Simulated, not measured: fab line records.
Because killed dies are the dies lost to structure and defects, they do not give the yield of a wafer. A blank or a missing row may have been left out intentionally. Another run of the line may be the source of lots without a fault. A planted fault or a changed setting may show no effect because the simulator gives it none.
Which tool did it?    flow sky130    10 lots with 30 wafers sampled at 4 steps, on a route of 708 steps

## WHAT EACH GAUGE READ, for each wafer
SKY_VIA4_RS_MEAS_19: uses a four-point probe to measure.
lot   measured      on             VIA4_W_RS (ohm/sq)
L725  day 43 02:54  film_metro-04  0.2238 0.2263 0.2255
L726  day 43 11:08  film_metro-02  0.2303 0.2280 0.2268
L730  day 44 13:56  film_metro-02  0.2271 0.2265 0.2281
L732  day 45 01:28  film_metro-04  0.2267 0.2261 0.2308
L733  day 45 20:59  film_metro-02  0.2276 0.2290 0.2275
L739  day 47 00:49  film_metro-02  0.3350 0.2259 0.3351
L743  day 47 18:38  film_metro-01  0.3374 0.2279 0.2274
L744  day 48 04:29  film_metro-01  0.2303 0.2292 0.2315
L746  day 48 17:32  film_metro-01  0.2268 0.2268 0.2241
L747  day 48 23:10  film_metro-02  0.2248 0.2253 0.2258

## TOOL THAT RAN EACH LOT (tool first, then ch and the chambers of the sampled wafers, then the start)
lot   SKY_METAL4_SPUTTER_01         SKY_METAL4_SPUTTER_03         SKY_VIA4_CVD_18
L725  pvd_sputter-03, day 40 00:31  pvd_sputter-03, day 40 00:34  cvd_w-01 ch 0, day 43 02:44
L726  pvd_sputter-04, day 40 08:19  pvd_sputter-04, day 40 08:22  cvd_w-02 ch 0,1, day 43 10:59
L730  pvd_sputter-04, day 41 12:49  pvd_sputter-04, day 41 12:52  cvd_w-01 ch 0,1, day 44 13:47
L732  pvd_sputter-04, day 42 01:04  pvd_sputter-04, day 42 01:07  cvd_w-02 ch 0,1, day 45 01:19
L733  pvd_sputter-04, day 42 23:03  pvd_sputter-04, day 42 23:07  cvd_w-02 ch 0,1, day 45 20:49
L739  pvd_sputter-01, day 44 05:19  pvd_sputter-01, day 44 05:22  cvd_w-02 ch 0,1, day 47 00:40
L743  pvd_sputter-04, day 44 23:37  pvd_sputter-04, day 44 23:41  cvd_w-02 ch 0,1, day 47 18:29
L744  pvd_sputter-03, day 45 10:10  pvd_sputter-03, day 45 10:13  cvd_w-01 ch 1, day 48 04:19
L746  pvd_sputter-04, day 46 03:04  pvd_sputter-04, day 46 03:08  cvd_w-01 ch 0,1, day 48 17:23
L747  pvd_sputter-03, day 46 09:07  pvd_sputter-03, day 46 09:11  cvd_w-01 ch 0,1, day 48 23:01
- SKY_METAL4_SPUTTER_01: material TiN, target thk 20 nm, time 16.7 s.
- SKY_METAL4_SPUTTER_03: material Ti, target thk 5 nm, time 3.3 s.
- SKY_VIA4_CVD_18: deposits W, target thk 505 nm, time 152.14 s.

## THE ANSWER, worked out from the rows above alone
Rule: usual is defined by the lots themselves. Put in order of their means at a reading, lots are off if they are a third of the lots or fewer, leave a main group of 4 or more, and stand apart from it by a gap of 3 or more times the standard deviation of the main group's means; of several such gaps the widest counts. The tables above print the reading to a certain number of digits; a main group whose means all agree to those digits is not used. A lot without any number at a reading at which 4 lots or more have one is off too. All remaining lots with rows at the step are treated as sound.
Off: at SKY_VIA4_RS_MEAS_19 (VIA4_W_RS), L739, L743. The main group: mean 0.2273 ohm/sq, standard deviation 0.0016.
If a tool, at a process step before that reading, ran all the lots that are off and no sound lot after the first of them, it fits. Those tools and the gauges at SKY_VIA4_RS_MEAS_19 are tried in the same way. One fits: cvd_w-02 at SKY_VIA4_CVD_18. A fault onset in the window from L733 (day 45 20:49, its last sound lot) to L739 (day 47 00:40, its first lot off) fits.

## WHAT THE SIMULATOR PUT IN
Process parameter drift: cvd_w-02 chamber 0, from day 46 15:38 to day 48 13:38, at SKY_VIA4_CVD_18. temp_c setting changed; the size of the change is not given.
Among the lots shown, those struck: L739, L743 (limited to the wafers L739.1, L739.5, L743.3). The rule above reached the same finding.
